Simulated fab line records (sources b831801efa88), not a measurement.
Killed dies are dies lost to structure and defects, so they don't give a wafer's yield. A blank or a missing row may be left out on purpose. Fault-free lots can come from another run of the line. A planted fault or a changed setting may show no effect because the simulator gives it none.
A struck lot beside a sound one    flow sky130    18 steps out of a route of 708
Sound: the wafers L146.1, L146.3, L146.6. The struck wafers were L157.1, L157.4, L157.5. Last of all comes the cause.
For every step that has rows: the tool of each side, followed by ch and its chambers, followed by its first start. Under that, the readings that differ: sound wafers    struck wafers    difference of the means    sigmas: that difference in standard deviations of wafers without a fault.
alike: words and numbers the same on both sides, and readings whose means are apart by under 2 such deviations; not compared: readings that were withheld, readings missing a value for some wafer, numbers with overlapping values and no deviation given by the record, and bounds like >300 which may hide the same value.
A row with sigmas, a row that says differs or no value, or rows on one side alone: a step with any of these is where the two part. Numbers that have no deviation but don't overlap get no sigmas and don't part them. A reading that every wafer of one side lacks parts them only if that side has two wafers or more.

first, 3 steps without rows for these wafers: SKY_SONOS_ONO_WET_ETCH_18 (etches Si3N4 in H3PO4, target depth 15 nm, time 172 s); SKY_GATE_OXIDE_CLEAN_00 (cleans in SC1/SC2, time 150 s); SKY_GATE_OXIDE_OXIDATION_01 (stabilise 600 s, purge 300 s, target thk 10.268 nm).
SKY_GATE_OXIDE_THK_MEAS_02:
  struck on film-metro-02, day 17 06:58; sound on film-metro-02, day 12 15:08
  alike: GATE_OXIDE_OXIDATION_00_THK
then, 7 steps without rows for these wafers: SKY_GATE_OXIDE_DEHYDRATE_03 (time 60 s); SKY_GATE_OXIDE_HMDS_04 (prime time 60 s); SKY_GATE_OXIDE_COAT_05 (resist thk 1140 nm); SKY_GATE_OXIDE_SOFTBAKE_06 (time 60 s); SKY_GATE_OXIDE_EXPOSE_07 (exposes mask LVOM, target cd 600 nm); SKY_GATE_OXIDE_PEB_08; SKY_GATE_OXIDE_DEVELOP_09 (develop time 60 s).
SKY_GATE_OXIDE_OVL_MEAS_10:
  struck on overlay-02, day 18 12:06; sound on overlay-02, day 13 15:46
  alike: GATE_OXIDE_OVL
SKY_GATE_OXIDE_IMPLANT_11:
  sound on implanter-03 ch 0, day 13 15:48; struck on implanter-03 ch 0, day 18 12:08
reading             sound                          struck                         difference  sigmas
dose-ions-cm2       2.601e+12 2.596e+12 2.598e+12  3.706e+12 3.705e+12 3.706e+12  +1.107e+12  +99 or more
faraday-current-uA  15.10 14.93 14.95              21.34 21.85 20.60              +6.27       +21
then, 1 step without rows for these wafers: SKY_GATE_OXIDE_WET_ETCH_12 (etches SiO2 in dHF, target depth 16.8 nm, time 336 s).
SKY_GATE_OXIDE_STRIP_13: strips in O2/N2.
  sound on plasma-asher-01 ch 0,1, day 13 16:03; struck on plasma-asher-02 ch 0,1, day 18 12:24
  alike: drypump-motor-current-A, oes-product-au, strip-time-to-endpoint-s
  not compared: rf-hours-counter-h
SKY_GATE_OXIDE_TW_MEAS_14:
  struck on film-metro-01, day 18 12:30; sound on film-metro-02, day 13 16:09
reading        sound              struck             difference  sigmas
GATE_OXIDE_TW  225.7 225.4 222.6  248.7 247.6 249.2  +23.9       +22
then, 2 steps without rows for these wafers: SKY_GATE_OXIDE_CLEAN_15 (cleans in SC1/SC2, time 150 s); SKY_PAD_OPEN_PROBE_99.

WHERE THEY PART
Earliest at SKY_GATE_OXIDE_IMPLANT_11; latest, in this record, at SKY_GATE_OXIDE_TW_MEAS_14.

WHY: what the simulator had put in
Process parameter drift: implanter-03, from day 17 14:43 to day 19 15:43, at SKY_GATE_OXIDE_IMPLANT_11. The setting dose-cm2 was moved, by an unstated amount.
